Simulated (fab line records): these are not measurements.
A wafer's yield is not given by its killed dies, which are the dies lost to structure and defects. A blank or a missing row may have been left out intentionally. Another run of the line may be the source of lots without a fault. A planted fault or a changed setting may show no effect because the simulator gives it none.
The tool behind it: which one? | flow sky130 | 18 wafers sampled from 6 lots at 1 step of a route of 708

== WHAT THE GAUGES SHOWED, per wafer ==
SKY_NWELL_TW_MEAS_15.
lot  | measured    | on            | NWELL_TW
L654 | day 5 00:55 | film metro-03 | 1841 1854 1842
L657 | day 5 20:21 | film metro-01 | 1832 1822 1816
L659 | day 6 07:27 | film metro-01 | 1820 1826 1816
L662 | day 6 22:50 | film metro-04 | 1781 1778 1777
L669 | day 8 16:15 | film metro-04 | 1797 1795 1795
L672 | day 9 08:40 | film metro-01 | 1823 1827 1823

== TOOL THAT RAN EACH LOT (tool first, then ch and the chambers of the sampled wafers, then the start) ==
Record: no process step prior to these readings.

== THE ANSWER, worked out from the rows above alone ==
Rule: the lots themselves supply what counts as usual. The widest of any qualifying gaps counts: lots, ordered by their means at a reading, are off when they make up no more than a third of the lots, leave a main group of 4 or more, and stand apart from it by 3 or more times the standard deviation of that group's means. The tables above print the reading to a certain number of digits; a main group whose means all agree to those digits is not used. A lot without any number at a reading at which 4 lots or more have one is off too. Any other lot the step has rows for is counted as sound.
No lot is off on any of the readings shown, so nothing can be concluded from this.

== WHAT THE SIMULATOR PUT IN ==
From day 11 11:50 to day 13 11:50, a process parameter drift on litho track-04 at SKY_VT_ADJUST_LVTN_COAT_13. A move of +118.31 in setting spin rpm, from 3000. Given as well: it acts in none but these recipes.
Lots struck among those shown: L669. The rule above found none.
